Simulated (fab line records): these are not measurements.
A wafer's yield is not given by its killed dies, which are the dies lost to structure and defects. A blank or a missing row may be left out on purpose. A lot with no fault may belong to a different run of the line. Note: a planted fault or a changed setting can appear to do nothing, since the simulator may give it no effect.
Which tool did it? + flow gf180mcu + Sampling: 11 lots, 33 wafers, 5 of 602 route steps

== WHAT THE GAUGES READ, wafer by wafer ==
GF_V4_BOW_MEAS_05.
| lot  | measured     | on            | V4_BOW (um) |
|------|--------------|---------------|-------------|
| L321 | day 24 18:37 | film_metro-01 | 143 140 145 |
| L320 | day 25 00:16 | film_metro-01 | 147 149 140 |
| L323 | day 25 14:13 | film_metro-02 | 122 136 126 |
| L329 | day 28 03:18 | film_metro-01 | 114 106 106 |
| L331 | day 28 16:24 | film_metro-01 | 100 85 107  |
| L333 | day 29 02:50 | film_metro-04 | 137 146 133 |
| L335 | day 29 06:59 | film_metro-04 | 138 142 134 |
| L334 | day 29 09:14 | film_metro-02 | 135 136 142 |
| L336 | day 29 14:01 | film_metro-01 | 139 154 154 |
| L338 | day 30 01:04 | film_metro-02 | 143 153 138 |
| L339 | day 30 06:05 | film_metro-04 | 140 136 144 |

== WHAT TOOL EACH LOT RAN ON (gives the tool, then ch and the chambers of the sampled wafers, and finally the start) ==
| lot  | GF_V1_SPUTTER_21             | GF_M3_METAL_ETCH_16               | GF_M3_STRIP_17                       | GF_V4_CVD_00                     |
|------|------------------------------|-----------------------------------|--------------------------------------|----------------------------------|
| L321 | pvd_sputter-01, day 19 13:53 | rie_metal-02 ch 0,1, day 22 17:25 | plasma_asher-03 ch 0,1, day 22 17:32 | hdpcvd-02 ch 0,1,2, day 24 18:02 |
| L320 | pvd_sputter-01, day 19 20:49 | rie_metal-02 ch 1, day 22 23:29   | plasma_asher-02 ch 0,1, day 22 23:36 | hdpcvd-01 ch 1,2, day 24 23:26   |
| L323 | pvd_sputter-03, day 20 11:02 | rie_metal-02 ch 0,1, day 23 14:25 | plasma_asher-04 ch 0,1, day 23 14:32 | hdpcvd-01 ch 0,1, day 25 13:39   |
| L329 | pvd_sputter-02, day 23 09:49 | rie_metal-01 ch 0,1, day 26 07:07 | plasma_asher-04 ch 1, day 26 07:15   | hdpcvd-01 ch 0,2, day 28 02:43   |
| L331 | pvd_sputter-01, day 24 01:06 | rie_metal-02 ch 0,1, day 26 20:49 | plasma_asher-04 ch 0,1, day 26 20:56 | hdpcvd-01 ch 1,2, day 28 15:47   |
| L333 | pvd_sputter-02, day 24 12:34 | rie_metal-03 ch 0,1, day 27 06:19 | plasma_asher-03 ch 0,1, day 27 06:26 | hdpcvd-01 ch 0,2, day 29 02:17   |
| L335 | pvd_sputter-01, day 24 17:19 | rie_metal-02 ch 0,1, day 27 10:40 | plasma_asher-04 ch 0,1, day 27 10:48 | hdpcvd-01 ch 0,1,2, day 29 06:25 |
| L334 | pvd_sputter-03, day 24 20:28 | rie_metal-02 ch 0,1, day 27 14:22 | plasma_asher-02 ch 0,1, day 27 14:30 | hdpcvd-01 ch 0,1,2, day 29 08:40 |
| L336 | pvd_sputter-03, day 25 01:46 | rie_metal-01 ch 0,1, day 27 19:04 | plasma_asher-04 ch 0,1, day 27 19:12 | hdpcvd-01 ch 0,2, day 29 13:27   |
| L338 | pvd_sputter-02, day 25 14:02 | rie_metal-02 ch 0, day 28 05:58   | plasma_asher-02 ch 0,1, day 28 06:11 | hdpcvd-02 ch 0,2, day 30 00:26   |
| L339 | pvd_sputter-02, day 25 20:52 | rie_metal-01 ch 0,1, day 28 11:58 | plasma_asher-03 ch 0,1, day 28 12:06 | hdpcvd-01 ch 1,2, day 30 05:32   |
- GF_V1_SPUTTER_21: material Ti, target thk 15 nm, time 80.02 s.
- GF_M3_METAL_ETCH_16: etches the open film in Cl2/BCl3, stops on SiO2, target depth 750.8 nm, time 125.1 s.
- GF_M3_STRIP_17: strips in O2/N2.
- GF_V4_CVD_00: deposits SiO2, target thk 600 nm, time 100 s.

== AS READ BY THE TOOLS THEMSELVES (means over the sampled wafers that have a number; for cases with no such wafer, the mark the record gives instead) ==
GF_V1_SPUTTER_21.
| lot  | tool           | throttle_valve_pct (%) |
|------|----------------|------------------------|
| L321 | pvd_sputter-01 | 29.5                   |
| L320 | pvd_sputter-01 | 29.3                   |
| L323 | pvd_sputter-03 | 30.6                   |
| L329 | pvd_sputter-02 | 29.1                   |
| L331 | pvd_sputter-01 | 29.8                   |
| L333 | pvd_sputter-02 | 29.7                   |
| L335 | pvd_sputter-01 | 29.5                   |
| L334 | pvd_sputter-03 | 30.7                   |
| L336 | pvd_sputter-03 | 30.0                   |
| L338 | pvd_sputter-02 | 31.8                   |
| L339 | pvd_sputter-02 | 29.1                   |

GF_M3_METAL_ETCH_16.
| lot  | tool         | drypump_motor_current_A (A) | oes_product_au (a.u.) | throttle_valve_pct (%) |
|------|--------------|-----------------------------|-----------------------|------------------------|
| L321 | rie_metal-02 | 6.1                         | 0.992                 | 28.227                 |
| L320 | rie_metal-02 | 6.2                         | 0.992                 | 28.221                 |
| L323 | rie_metal-02 | 6.2                         | 0.997                 | 28.229                 |
| L329 | rie_metal-01 | 5.3                         | 0.990                 | 28.224                 |
| L331 | rie_metal-02 | 6.1                         | 0.993                 | 28.214                 |
| L333 | rie_metal-03 | 5.9                         | 0.991                 | 28.228                 |
| L335 | rie_metal-02 | 6.2                         | 0.994                 | 28.235                 |
| L334 | rie_metal-02 | 6.2                         | 0.998                 | 28.226                 |
| L336 | rie_metal-01 | 5.3                         | 0.983                 | 28.224                 |
| L338 | rie_metal-02 | 6.1                         | 0.989                 | 28.227                 |
| L339 | rie_metal-01 | 5.3                         | 0.997                 | 28.217                 |

GF_M3_STRIP_17.
| lot  | tool            | drypump_motor_current_A (A) | heater_power_w (W) | n2_flow_sccm (sccm) | oes_product_au (a.u.) | strip_time_to_endpoint_s (s) |
|------|-----------------|-----------------------------|--------------------|---------------------|-----------------------|------------------------------|
| L321 | plasma_asher-03 | 6.2                         | 369                | 300.3               | 0.540                 | 7.38                         |
| L320 | plasma_asher-02 | 5.3                         | 366                | 298.9               | 0.535                 | 7.39                         |
| L323 | plasma_asher-04 | 5.9                         | 331                | 298.8               | 0.541                 | 7.39                         |
| L329 | plasma_asher-04 | 6.2                         | 319                | 299.2               | 0.535                 | 7.35                         |
| L331 | plasma_asher-04 | 5.9                         | 332                | 299.7               | 0.541                 | 7.41                         |
| L333 | plasma_asher-03 | 6.2                         | 361                | 300.6               | 0.543                 | 7.45                         |
| L335 | plasma_asher-04 | 5.7                         | 341                | 299.6               | 0.536                 | 7.33                         |
| L334 | plasma_asher-02 | 5.3                         | 368                | 298.6               | 0.537                 | 7.38                         |
| L336 | plasma_asher-04 | 5.9                         | 327                | 299.5               | 0.540                 | 7.36                         |
| L338 | plasma_asher-02 | 5.6                         | 365                | 300.3               | 0.535                 | 7.38                         |
| L339 | plasma_asher-03 | 6.0                         | 357                | 300.4               | 0.534                 | 7.34                         |

GF_V4_CVD_00.
| lot  | tool      | pressure_mtorr (mTorr) | run_length_s (s) |
|------|-----------|------------------------|------------------|
| L321 | hdpcvd-02 | 5.988                  | 127.1            |
| L320 | hdpcvd-01 | 6.001                  | 127.6            |
| L323 | hdpcvd-01 | 6.006                  | 127.8            |
| L329 | hdpcvd-01 | -                      | -                |
| L331 | hdpcvd-01 | -                      | -                |
| L333 | hdpcvd-01 | 5.989                  | 127.9            |
| L335 | hdpcvd-01 | 5.995                  | 127.5            |
| L334 | hdpcvd-01 | 5.990                  | 127.7            |
| L336 | hdpcvd-01 | 5.993                  | 127.9            |
| L338 | hdpcvd-02 | 5.992                  | 127.0            |
| L339 | hdpcvd-01 | 6.005                  | 127.3            |

== THE ANSWER, worked out from the rows above alone ==
Rule: the usual values come from the lots themselves. The widest of any qualifying gaps counts: lots, ordered by their means at a reading, are off when they make up no more than a third of the lots, leave a main group of 4 or more, and stand apart from it by 3 or more times the standard deviation of that group's means. Not used: any main group whose means are identical at the precision the tables above print for the reading. A lot without any number at a reading at which 4 lots or more have one is off too. Where the step has rows for the other lots, those lots are counted as sound. The gauges are gone through in route order, then the tools' own readings, and for those a lot's mean is taken as printed above. The first step at which some lot is off is used, and at that step the reading that is off furthest; a lot without a number counts as furthest.
Off: L329, L331, at GF_V4_BOW_MEAS_05 (V4_BOW). For the main group the mean is 140 um and the standard deviation 5.7.
A tool fits if, at a process step before that reading, it ran every lot that is off, and no sound lot after the first of them. The gauges at GF_V4_BOW_MEAS_05 aren't tried: what is off there is off at GF_V4_CVD_00 too, on other tools, and a gauge's error can't cause that. Not one of the candidates tried fits.

== WHAT HAD BEEN PUT IN BY THE SIMULATOR ==
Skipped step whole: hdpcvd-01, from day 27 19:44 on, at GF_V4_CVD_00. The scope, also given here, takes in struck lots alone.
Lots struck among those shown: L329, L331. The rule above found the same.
